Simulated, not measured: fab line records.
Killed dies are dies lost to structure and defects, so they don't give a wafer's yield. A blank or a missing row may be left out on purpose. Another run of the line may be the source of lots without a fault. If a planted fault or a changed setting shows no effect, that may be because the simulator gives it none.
A single fault, viewed from 2 desks :: flow sfq-line :: each desk holds nothing but its own numbers, with what lay behind them at the end

== AT THE METROLOGY DESK ==
What the gauges read for every lot (on any tool): the sampled wafers with a number, averaged. The brackets show how far a lot's mean lies from the usual mean; more than 4 standard deviations puts the lot out of limits, marked OUT.
Columns: A = M0_OVL at SFQ_M0_OVL_MEAS_906, usual 1 nm; B = M3_OVL at SFQ_M3_OVL_MEAS_921, usual 5 nm; C = I5_OVL at SFQ_I5_OVL_MEAS_936, usual 1 nm
lot: L656
first seen here: day 12 05:23
A: -3
B: 10
C: 6

lot: L657
first seen here: day 12 20:59
A: 4
B: 6
C: 5

lot: L658
first seen here: day 13 04:11
A: 7
B: 2
C: 3

lot: L659
first seen here: day 13 09:00
A: 1
B: 1
C: 1

lot: L660
first seen here: day 13 13:48
A: 13
B: 4
C: -7

lot: L661
first seen here: day 14 06:43
A: 0
B: 6
C: -7

lot: L668
first seen here: day 16 14:55
A: -1
B: 6
C: 11

lot: L670
first seen here: day 17 14:55
A: 1
B: 3
C: 1

lot: L671
first seen here: day 18 01:27
A: -6
B: 11
C: 5

lot: L672
first seen here: day 18 08:38
A: 3
B: 8
C: -6

lot: L673
first seen here: day 18 15:33
A: -0
B: 1
C: 1

lot: L674
first seen here: day 18 21:34
A: 0
B: 6
C: -0

lot: L675
first seen here: day 19 09:33
A: 0
B: 10
C: -1

lot: L677
first seen here: day 20 07:09
A: -8
B: 1
C: 10
This desk found nothing out of limits on any of the 14 lots.

== AT THE TOOL OWNER'S DESK: cmp-01 ==
The tool's own readings at SFQ_TRILAYER_I2_CMP_CMP_064 (polishes SiO2): means of the sampled wafers that have a number, for each lot that ran on this tool. The brackets show how far a lot's mean lies from the usual mean; more than 4 standard deviations puts the lot out of limits, marked OUT.
Columns: A = motor-current-A at SFQ_TRILAYER_I2_CMP_CMP_064, usual 10.1 A; B = time-to-endpoint-s at SFQ_TRILAYER_I2_CMP_CMP_064, usual 216 s
lot: L657
first seen here: day 27 10:05
A: 10.0
B: 219

lot: L658
first seen here: day 27 13:05
A: 9.3
B: 210

lot: L660
first seen here: day 27 16:05
A: 9.2
B: 228

lot: L670
first seen here: day 36 12:13
A: 9.3
B: 206

lot: L673
first seen here: day 37 18:43
A: 9.4
B: 211
This desk found nothing out of limits on any of the 5 lots.

== ALL TOGETHER ==
The metrology desk saw nothing out of limits.
Nothing out of limits was seen by the tool owner's desk.

== WHAT THE SIMULATOR PUT IN ==
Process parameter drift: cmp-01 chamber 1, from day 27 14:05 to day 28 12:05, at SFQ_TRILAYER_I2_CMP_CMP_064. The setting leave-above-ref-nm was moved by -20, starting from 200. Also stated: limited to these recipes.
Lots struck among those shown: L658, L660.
